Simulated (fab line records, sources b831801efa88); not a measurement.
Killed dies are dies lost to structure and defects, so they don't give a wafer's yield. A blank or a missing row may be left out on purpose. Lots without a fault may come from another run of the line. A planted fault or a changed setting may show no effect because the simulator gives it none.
fab line records | flow gf180mcu
record lots=13 wafers=39 last_day=35
route steps=602 shown DUAL_GATE@143 CONTACT@291 M1@315
lots that met no fault: from a run of the same line without faults
start_h: hours from the record's first day to the start of the lot's first wafer shown | wait_h: hours since the lot's step before | " the same as in the row above | L1.1+2: a row that stands for several wafers | - no value, or no start given | * or withheld: withheld | < > ~ a bound
route shown NAME@n: a module of which the file shows steps, and the number in the route of the first | usual: mean/standard deviation of fault-free wafers | same: alike in all rows | chamber/n: place in a boat | sites: the reading at each site | _std_site: their standard deviation | _edge_site: outer sites' mean less inner sites' | radius_mm: how far each site lies from the wafer's centre | mask NAME#n: copy n | behind: the tool/chamber that last shaped the wafer | hold: why the lot was held/for how many hours/how that ended | device: the transistor (n, p or np) that didn't switch | end of line: the same wafers' tests at the end of the route | a step without rows: its recipe alone | killed: dies lost to structure and defects at the first sort, not the wafer's yield | map: a wafer's dies, x killed, . not, _ none there
set.NAME: the setting as run; set.NAME@STEP: as run at that earlier step | model.NAME: the simulator's own value behind a step, which no gauge read
steps of the route over a sample of lots; a table a step, a row a wafer
services: from which hour (start_h, from the record's first day; less than 0 if before it) a tool's chamber was out of use, for how many hours, and why
## steps
# step GF_DUAL_GATE_OXIDATION_02
# recipe temp_c=900 ambient=O2 stabilise_s=600 purge_s=300 target_thk_a=108.87 ox_time_s=1602
# usual spike_tc_bottom_C=918.1/2.8 spike_tc_centre_C=900.8/0.91 spike_tc_lower_C=899.6/1.4 spike_tc_top_C=911.9/1 spike_tc_upper_C=899.2/2 tube_center_temp_C=900/0.08 tube_center_temp_C_max=902.3/0.38
# columns lot.wafer tool chamber start_h wait_h spike_tc_bottom_C spike_tc_centre_C spike_tc_lower_C spike_tc_top_C spike_tc_upper_C tube_center_temp_C tube_center_temp_C_max
L213.2 furnace-01 0 161.51 0.5 914.9 901.4 899.8 911.4 898.0 899.83 902.1
L213.4 " 0 " " 915.1 900.1 897.6 913.3 898.3 899.9 902.2
L213.6 " 0 " " 918.0 900.8 899.4 911.2 897.4 899.95 903.0
L214.1 furnace-02 0 167.93 0.3 920.3 901.1 898.6 909.5 899.5 899.86 902.3
L214.2 " 0 " " 919.5 901.1 898.6 910.2 900.8 900.08 902.3
L214.6 " 0 " " 921.5 903.2 900.7 910.9 900.7 899.94 902.5
L215.1 furnace-01 0 176.50 0.0 915.1 900.1 899.6 912.4 899.0 900.08 902.6
L215.3 " 0 " " 916.7 899.8 900.1 913.8 896.9 900.04 902.4
L215.6 " 0 " " 913.5 899.6 898.7 910.3 897.0 899.97 901.8
L216.3 furnace-02 0 181.46 1.2 919.3 901.1 899.8 910.8 900.2 900.11 902.7
L216.4 " 0 " " 920.6 900.5 901.3 914.6 901.4 899.9 902.5
L216.5 " 0 " " 921.5 901.1 899.4 910.5 899.5 899.98 902.1
L217.1 furnace-02 0 189.34 0.7 921.4 900.9 899.0 910.3 900.6 900.01 902.2
L217.2 " 0 " " 920.1 900.9 900.8 912.1 900.7 899.88 902.2
L217.5 " 0 " " 920.4 899.3 899.8 911.8 901.7 899.87 902.6
L218.1 furnace-01 0 197.25 0.7 915.3 900.7 898.2 912.6 896.5 900.13 903.2
L218.5 " 0 " " 915.7 902.1 900.0 910.8 899.1 899.96 902.5
L218.6 " 0 " " 914.6 901.3 897.6 912.3 896.7 899.97 902.1
L220.1 furnace-02 0 221.38 4.0 920.7 900.8 899.7 910.5 902.7 899.96 902.8
L220.2 " 0 " " 919.2 901.9 900.9 911.6 900.9 899.95 902.0
L220.4 " 0 " " 920.2 900.6 899.6 912.5 901.5 900.06 902.4
L223.2 furnace-02 0 235.23 1.0 910.3 891.2 888.8 902.4 890.3 889.55 892.0
L223.4 " 0 " " 909.3 890.4 889.8 899.5 891.3 889.46 891.4
L223.5 " 0 " " 909.5 888.6 889.6 902.5 890.1 889.56 891.8
L224.3 furnace-02 0 235.23 0.3 910.5 889.9 888.8 900.3 889.2 889.61 891.6
L224.5 " 0 " " 909.5 889.9 891.0 903.5 890.0 889.58 891.9
L224.6 " 0 " " 909.6 890.0 890.6 902.5 889.3 889.58 891.7
L231.1 furnace-01 0 280.41 1.2 915.7 900.1 900.5 910.8 898.1 899.94 902.0
L231.2 " 0 " " 914.3 899.2 899.9 912.2 896.6 899.98 901.7
L231.4 " 0 " " 914.8 901.7 900.5 911.0 896.8 899.89 902.5
L233.1 furnace-01 0 294.24 0.0 914.3 899.8 897.5 912.3 896.4 899.97 902.3
L233.2 " 0 " " 912.8 899.7 899.0 910.9 897.9 899.93 902.6
L233.5 " 0 " " 914.9 898.4 899.3 912.1 896.8 899.88 902.5
L235.1 furnace-02 0 312.82 5.9 921.5 900.3 898.9 911.0 898.6 899.84 902.4
L235.3 " 0 " " 921.1 900.7 900.7 909.8 900.1 900.08 902.3
L235.4 " 0 " " 921.2 902.5 899.3 912.6 900.9 900.06 902.7
L236.2 furnace-01 0 318.16 1.9 916.2 899.5 900.2 911.6 896.8 900 902.5
L236.4 " 0 " " 917.6 902.1 896.5 911.5 896.8 900.08 902.7
L236.6 " 0 " " 916.5 901.7 899.7 912.4 898.5 900.02 902.5
# step GF_DUAL_GATE_THK_MEAS_03
# recipe reads=SiO2_of_DUAL_GATE_OXIDATION_02
# usual DUAL_GATE_OXIDATION_00_THK=10.95/0.2
# columns lot.wafer tool chamber start_h wait_h DUAL_GATE_OXIDATION_00_THK[nm]
L213.2 film_metro-04 - 162.97 0.0 11.11
L213.4 " - " " 11.02
L213.6 " - " " 11.02
L214.1 film_metro-03 - 169.38 0.0 10.84
L214.2 " - " " 10.84
L214.6 " - " " 10.71
L215.1 film_metro-04 - 177.94 0.0 11.10
L215.3 " - " " 10.97
L215.6 " - " " 10.92
L216.3 film_metro-02 - 182.93 0.0 11.52
L216.4 " - " " 11.55
L216.5 " - " " 11.43
L217.1 film_metro-03 - 190.79 0.0 10.70
L217.2 " - " " 10.86
L217.5 " - " " 10.77
L218.1 film_metro-03 - 198.70 0.0 10.82
L218.5 " - " " 10.57
L218.6 " - " " 10.96
L220.1 film_metro-04 - 222.83 0.0 10.92
L220.2 " - " " 10.92
L220.4 " - " " 10.89
L223.2 film_metro-04 - 236.68 0.0 9.87
L223.4 " - " " 10.00
L223.5 " - " " 9.88
L224.3 film_metro-03 - 236.69 0.0 10.04
L224.5 " - " " 9.83
L224.6 " - " " 9.87
L231.1 film_metro-04 - 281.86 0.0 10.73
L231.2 " - " " 10.97
L231.4 " - " " 10.75
L233.1 film_metro-03 - 295.69 0.0 11.07
L233.2 " - " " 10.97
L233.5 " - " " 10.82
L235.1 film_metro-04 - 314.26 0.0 11.18
L235.3 " - " " 11.09
L235.4 " - " " 11.17
L236.2 film_metro-02 - 319.62 0.0 10.86
L236.4 " - " " 10.65
L236.6 " - " " 10.75
# step GF_CONTACT_CMP_04
# recipe material=SiO2 down_force_psi=4 platen_rpm=60 pad_velocity_m_s=0.94248
# usual motor_current_A=12.3/0.7 time_to_endpoint_s=111/6.8
# columns lot.wafer tool chamber start_h wait_h motor_current_A time_to_endpoint_s
L213.2 cmp-02 0 343.06 0.0 10.8 98
L213.4 " 3 " " 12.7 119
L213.6 " 1 " " 12.5 119
L214.2 cmp-02 3 355.34 0.1 12.6 117
L214.1 " 0 " " 11.7 117
L214.6 " 2 " " 11.3 118
L215.1 cmp-02 1 365.03 0.1 12.2 112
L215.3 " 2 " " 11.6 120
L215.6 " 1 " " 13.1 111
L216.3 cmp-01 3 377.85 0.0 12.9 113
L216.4 " 2 " " 12.1 109
L216.5 " 0 " " 11.6 119
L217.2 cmp-01 3 385.74 0.0 12.8 102
L217.1 " 0 " " 11.4 100
L217.5 " 3 " " 13.2 109
L218.1 cmp-02 3 400.38 0.1 12.8 123
L218.6 " 2 " " 11.6 126
L218.5 " 3 " " 12.1 112
L220.1 cmp-01 3 426.46 0.1 12.6 114
L220.4 " 0 " " 11.8 122
L220.2 " 1 " " 13.1 113
L223.4 cmp-01 0 443.21 0.0 11.6 118
L223.2 " 2 " " 13.2 104
L223.5 " 0 " " 12.0 117
L224.3 cmp-01 2 444.67 0.2 12.5 98
L224.6 " 3 " " 12.4 114
L224.5 " 0 " " 11.9 111
L231.1 cmp-02 2 501.79 0.1 11.9 104
L231.2 " 0 " " 11.1 102
L231.4 " 1 " " 11.8 115
L233.1 cmp-01 3 514.92 0.1 12.0 106
L233.2 " 0 " " 11.9 113
L233.5 " 3 " " 12.6 112
L235.4 cmp-01 3 536.74 0.0 13.3 115
L235.3 " 1 " " 13.1 113
L235.1 " 2 " " 12.4 100
L236.4 cmp-01 1 543.51 0.0 12.5 118
L236.2 " 0 " " 11.5 110
L236.6 " 1 " " 13.5 112
# step GF_CONTACT_THK_MEAS_26
# recipe thk_meas_gauge=xrf reads=W_of_CONTACT_CVD_24
# usual CONTACT_W_THK=308/5.3
# columns lot.wafer tool chamber start_h wait_h CONTACT_W_THK[nm]
L213.2 film_metro-03 - 366.13 0.1 319
L213.4 " - " " 306
L213.6 " - " " 310
L214.1 film_metro-01 - 379.67 0.1 299
L214.2 " - " " 310
L214.6 " - " " 298
L215.1 film_metro-02 - 388.67 0.1 315
L215.3 " - " " 304
L215.6 " - " " 313
L216.3 film_metro-03 - 402.28 0.1 313
L216.4 " - " " 308
L216.5 " - " " 309
L217.1 film_metro-02 - 410.26 0.1 306
L217.2 " - " " 313
L217.5 " - " " 306
L218.1 film_metro-02 - 425.41 0.1 304
L218.5 " - " " 307
L218.6 " - " " 314
L220.1 film_metro-01 - 452.52 0.1 308
L220.2 " - " " 302
L220.4 " - " " 303
L223.2 film_metro-03 - 468.77 0.1 314
L223.4 " - " " 315
L223.5 " - " " 311
L224.3 film_metro-03 - 470.22 0.1 308
L224.5 " - " " 313
L224.6 " - " " 306
L231.1 film_metro-01 - 525.85 0.1 298
L231.2 " - " " 307
L231.4 " - " " 299
L233.1 film_metro-02 - 539.71 0.1 316
L233.2 " - " " 307
L233.5 " - " " 306
L235.1 film_metro-01 - 561.11 0.1 302
L235.3 " - " " 306
L235.4 " - " " 297
L236.2 film_metro-03 - 567.47 0.1 309
L236.4 " - " " 301
L236.6 " - " " 307
# step GF_M1_SPUTTER_00
# recipe material=Ti target_thk_nm=37.5 arriving_ion_energy_ev=80 substrate_temp_c=200 chamber_pressure_pa=2 power_w=4000 time_s=150
# usual throttle_valve_pct=29.8/1.4
# same time_s=150
# columns lot.wafer tool chamber start_h wait_h throttle_valve_pct
L213.2 pvd_sputter-01 - 366.48 0.1 28.6
L213.4 " - " " 31.9
L213.6 " - " " 30.4
L214.1 pvd_sputter-04 - 380.03 0.1 32.0
L214.2 " - " " 28.7
L214.6 " - " " 32.0
L215.1 pvd_sputter-02 - 389.03 0.2 30.7
L215.3 " - " " 27.7
L215.6 " - " " 27.3
L216.3 pvd_sputter-04 - 402.62 0.1 29.1
L216.4 " - " " 30.0
L216.5 " - " " 30.4
L217.1 pvd_sputter-04 - 410.64 0.3 30.3
L217.2 " - " " 28.6
L217.5 " - " " 28.0
L218.1 pvd_sputter-02 - 425.77 0.2 27.6
L218.5 " - " " 30.7
L218.6 " - " " 28.0
L220.1 pvd_sputter-04 - 452.88 0.2 29.1
L220.2 " - " " 28.2
L220.4 " - " " 32.1
L223.2 pvd_sputter-01 - 469.12 0.2 32.0
L223.4 " - " " 30.0
L223.5 " - " " 30.1
L224.3 pvd_sputter-02 - 470.56 0.1 29.8
L224.5 " - " " 30.7
L224.6 " - " " 30.0
L231.1 pvd_sputter-02 - 526.21 0.2 27.4
L231.2 " - " " 30.8
L231.4 " - " " 30.3
L233.1 pvd_sputter-01 - 540.07 0.1 30.3
L233.2 " - " " 30.1
L233.5 " - " " 30.0
L235.1 pvd_sputter-02 - 561.47 0.1 29.7
L235.3 " - " " 30.1
L235.4 " - " " 30.5
L236.2 pvd_sputter-01 - 567.83 0.2 27.8
L236.4 " - " " 30.6
L236.6 " - " " 29.9
## services
# columns tool chamber start_h hours kind
cmp-02 - 152.31 1.0 repair
cmp-02 - 158.29 2.5 repair
pvd_sputter-02 - 161.29 7.3 repair
cmp-01 - 167.65 0.7 repair
cmp-01 - 177.78 2.2 repair
furnace-01 - 206.34 3.8 pm
furnace-02 - 230.83 3.1 pm
cmp-01 - 232.00 4.0 pm
furnace-02 - 241.04 2.4 pm
cmp-01 - 255.42 4.2 repair
cmp-01 - 269.98 20.3 pm
cmp-01 - 285.84 4.1 repair
cmp-01 - 290.27 6.6 pm
furnace-01 - 298.67 15.7 pm
cmp-01 - 308.35 1.9 repair
cmp-01 - 315.44 1.0 repair
furnace-01 - 355.37 5.2 pm
furnace-01 - 374.12 3.6 pm
furnace-02 - 396.52 3.2 pm
furnace-02 - 523.54 4.0 pm
furnace-01 - 543.12 3.3 pm
furnace-01 - 548.19 4.1 pm
cmp-01 - 558.18 1.6 repair
furnace-02 - 564.09 3.7 pm
## key
first_sign step=GF_DUAL_GATE_OXIDATION_02 reading=tube_center_temp_C direction=down sigmas=99+ usual=* struck=*
effect step=GF_DUAL_GATE_OXIDATION_02 reading=tube_center_temp_C_max direction=down sigmas=28 usual=* struck=*
effect step=GF_DUAL_GATE_THK_MEAS_03 reading=DUAL_GATE_OXIDATION_00_THK direction=down sigmas=5.2 usual=10.95 struck=9.92
met_at GF_DUAL_GATE_OXIDATION_02
struck_lots L223,L224
tester_left_out L223,L224
not_acting_at GF_CONTACT_CMP_04,GF_CONTACT_THK_MEAS_26,GF_M1_SPUTTER_00
onset_between 221.38 235.23
fault kind=process_parameter_drift tool=furnace-02 chamber=- onset_h=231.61 steps=GF_DUAL_GATE_OXIDATION_02 channel=temp_c offset=* shape=step end_h=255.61 acts_in=* stated=*
# tester_left_out: of these lots the tester's yield and bins aren't shown, on N5 and GAA mostly nor the transistor test; their killed dies are dies lost to structure and defects alone, not to doping, threshold or leakage, so they don't give the yield
